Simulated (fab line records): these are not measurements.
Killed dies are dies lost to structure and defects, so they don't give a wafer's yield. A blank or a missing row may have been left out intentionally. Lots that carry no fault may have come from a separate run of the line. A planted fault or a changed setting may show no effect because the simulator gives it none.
Which tool did it? | flow gf180mcu | 32 wafers from 11 lots sampled at 4 of the route's 602 steps

== WHAT THE GAUGES READ, wafer by wafer ==
GF_CONTACT_THK_MEAS_01. Usual: for CONTACT_CVD_00_THK the level is 300 nm and the standard deviation is 3.6.
lot  | measured     | on           | CONTACT_CVD_00_THK (nm) | flag
L586 | day 16 04:41 | filmMetro-03 | 305 302 301             | 
L587 | day 16 07:42 | filmMetro-02 | 298 301 303             | 
L590 | day 16 17:53 | filmMetro-02 | 301 302 301             | 
L589 | day 16 22:01 | filmMetro-02 | 297 300 301             | 
L591 | day 17 09:33 | filmMetro-02 | 299 297 299             | 
L592 | day 17 17:06 | filmMetro-04 | 292 292 294             | 
L594 | day 18 05:01 | filmMetro-03 | 295 299 300             | 
L595 | day 18 21:26 | filmMetro-04 | 293 297 295             | 
L596 | day 19 08:41 | filmMetro-03 | 301 300 304             | 
L597 | day 19 14:42 | filmMetro-03 | 297 299 294             | 
L601 | day 20 22:56 | filmMetro-03 | 305 304                 | 

GF_V1_THK_MEAS_03. Usual: for V1_CVD_02_THK the level is 849 nm and the standard deviation is 9.8.
lot  | measured     | on           | V1_CVD_02_THK (nm) | flag
L586 | day 18 04:39 | filmMetro-03 | 846 843 859        | 
L587 | day 18 09:55 | filmMetro-03 | 842 850 853        | 
L590 | day 18 19:39 | filmMetro-03 | 860 879 869        | 
L589 | day 18 23:21 | filmMetro-03 | 850 862 857        | 
L591 | day 19 12:29 | filmMetro-03 | 849 848 862        | 
L592 | day 19 20:41 | filmMetro-04 | 845 848 840        | 
L594 | day 20 07:49 | filmMetro-03 | 838 845 852        | 
L595 | day 21 01:35 | filmMetro-01 | 838 851 850        | 
L596 | day 21 12:27 | filmMetro-01 | 866 860 868        | 
L597 | day 21 19:50 | filmMetro-03 | 836 847 847        | 
L601 | day 23 01:03 | filmMetro-04 | 842 409            | OFF

== WHAT TOOL EACH LOT RAN ON (gives the tool, then ch and the chambers of the sampled wafers, and finally the start) ==
lot  | GF_M1_SPUTTER_01            | GF_V1_CVD_02
L586 | pvdSputter-03, day 17 04:52 | pecvd-02 ch 0,1,2, day 18 04:34
L587 | pvdSputter-03, day 17 08:39 | pecvd-04 ch 0,1, day 18 09:51
L590 | pvdSputter-03, day 17 18:20 | pecvd-04 ch 1,2, day 18 19:34
L589 | pvdSputter-03, day 17 22:26 | pecvd-02 ch 1,2, day 18 23:17
L591 | pvdSputter-04, day 18 10:56 | pecvd-02 ch 0,2, day 19 12:23
L592 | pvdSputter-03, day 18 18:43 | pecvd-01 ch 0,2, day 19 20:35
L594 | pvdSputter-03, day 19 06:28 | pecvd-04 ch 0,1,2, day 20 07:45
L595 | pvdSputter-01, day 19 23:47 | pecvd-04 ch 1,2, day 21 01:28
L596 | pvdSputter-04, day 20 11:35 | pecvd-02 ch 0,1,2, day 21 12:23
L597 | pvdSputter-01, day 20 18:30 | pecvd-01 ch 0,1,2, day 21 19:45
L601 | pvdSputter-01, day 22 00:35 | pecvd-02 ch 1,2, day 23 00:58
- GF_M1_SPUTTER_01: material TiN, target thk 30 nm, time 25 s.
- GF_V1_CVD_02: deposits SiO2 from TEOS, target thk 850 nm, time 94.851 s.

== AS READ BY THE TOOLS THEMSELVES (means over the sampled wafers that have a number; for cases with no such wafer, the mark the record gives instead) ==
GF_M1_SPUTTER_01. Usual: chamberPressurePa 0.3999 Pa, standard deviation 0.00081; throttleValvePct 30.3 %, standard deviation 0.84.
lot  | tool          | chamberPressurePa (Pa) | throttleValvePct (%) | flag
L586 | pvdSputter-03 | 0.3999                 | 30.5                 | 
L587 | pvdSputter-03 | 0.4001                 | 30.8                 | 
L590 | pvdSputter-03 | 0.3999                 | 30.5                 | 
L589 | pvdSputter-03 | 0.3996                 | 30.4                 | 
L591 | pvdSputter-04 | 0.4006                 | 30.1                 | 
L592 | pvdSputter-03 | 0.3990                 | 30.3                 | 
L594 | pvdSputter-03 | 0.3996                 | 30.1                 | 
L595 | pvdSputter-01 | 0.3999                 | 29.8                 | 
L596 | pvdSputter-04 | 0.3990                 | 32.0                 | 
L597 | pvdSputter-01 | 0.3995                 | 30.0                 | 
L601 | pvdSputter-01 | 0.4003                 | 30.7                 | 

GF_V1_CVD_02. Usual: heaterPowerW 706 W, standard deviation 130; susceptorTempC 400.02 C, standard deviation 0.22.
lot  | tool     | heaterPowerW (W) | susceptorTempC (C) | flag
L586 | pecvd-02 | 661              | 399.84             | 
L587 | pecvd-04 | 656              | 400.36             | 
L590 | pecvd-04 | 675              | 399.86             | 
L589 | pecvd-02 | 698              | 400.10             | 
L591 | pecvd-02 | 513              | 400.10             | 
L592 | pecvd-01 | 827              | 399.99             | 
L594 | pecvd-04 | 639              | 399.92             | 
L595 | pecvd-04 | 691              | 399.70             | 
L596 | pecvd-02 | 705              | 400.28             | 
L597 | pecvd-01 | 825              | 399.86             | 
L601 | pecvd-02 | 662              | 400.06             | 

== THE ANSWER, worked out from the rows above alone ==
Rule: a lot is off if the mean of its wafers that have a number lies more than 3 standard deviations from the usual mean. Also off: a lot with no number at a reading for which 4 or more lots have one. The other lots that the step has rows for count as sound. After the gauges, taken in route order, come the tools' own readings; for these a lot's mean is taken, as printed above. At the first step where some lot is off, the reading lying furthest off is the one used; lots without a number count as furthest.
Off: L601, seen at GF_V1_THK_MEAS_03 (V1_CVD_02_THK).
A tool fits if, at a process step before that reading, it ran every lot that is off, and no sound lot after the first of them. The gauges at GF_V1_THK_MEAS_03 are tried like those tools. Can't be told from this: 3 tools fit, pvdSputter-01 at GF_M1_SPUTTER_01, pecvd-02 at GF_V1_CVD_02, filmMetro-04 at GF_V1_THK_MEAS_03.

== WHAT THE SIMULATOR HAD INSERTED ==
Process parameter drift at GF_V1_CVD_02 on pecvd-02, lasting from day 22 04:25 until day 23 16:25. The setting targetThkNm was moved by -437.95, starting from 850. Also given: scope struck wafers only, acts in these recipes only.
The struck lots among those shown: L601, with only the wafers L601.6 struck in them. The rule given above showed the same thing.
